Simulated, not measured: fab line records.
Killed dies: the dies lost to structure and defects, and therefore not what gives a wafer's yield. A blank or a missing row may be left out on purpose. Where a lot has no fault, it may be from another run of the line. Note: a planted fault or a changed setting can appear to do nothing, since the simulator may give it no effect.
The tool behind it: which one?	flow sky130	33 wafers sampled from 11 lots at 1 step of a route of 708

== WHAT THE GAUGES READ, wafer by wafer ==
SKY_VIA2_THK_MEAS_23: measures by xrf.
lot	measured	on	VIA2_W_THK (nm)
L920	day 36 02:20	film_metro-01	411 410 412
L922	day 36 23:38	film_metro-02	416 410 413
L924	day 37 19:55	film_metro-01	417 414 420
L925	day 38 00:40	film_metro-01	421 418 422
L926	day 38 02:41	film_metro-04	406 394 402
L927	day 38 09:55	film_metro-04	414 415 403
L928	day 38 17:05	film_metro-01	421 425 413
L929	day 39 02:23	film_metro-04	415 402 411
L930	day 39 09:55	film_metro-04	409 408 413
L931	day 39 17:51	film_metro-04	412 419 418
L942	day 42 19:01	film_metro-01	426 412 423

== EACH LOT AND THE TOOL THAT RAN IT (in order: tool; ch and the chambers of the sampled wafers; start) ==
There is no process step in the record ahead of these readings.

== THE ANSWER, worked out from the rows above alone ==
Rule: what is usual is taken from the lots themselves. The widest of any qualifying gaps counts: lots, ordered by their means at a reading, are off when they make up no more than a third of the lots, leave a main group of 4 or more, and stand apart from it by 3 or more times the standard deviation of that group's means. Not used: any main group whose means are identical at the precision the tables above print for the reading. A lot without any number at a reading at which 4 lots or more have one is off too. All remaining lots with rows at the step are treated as sound.
No lot is off at any reading shown: from this, nothing can be told.

== WHAT HAD BEEN PUT IN BY THE SIMULATOR ==
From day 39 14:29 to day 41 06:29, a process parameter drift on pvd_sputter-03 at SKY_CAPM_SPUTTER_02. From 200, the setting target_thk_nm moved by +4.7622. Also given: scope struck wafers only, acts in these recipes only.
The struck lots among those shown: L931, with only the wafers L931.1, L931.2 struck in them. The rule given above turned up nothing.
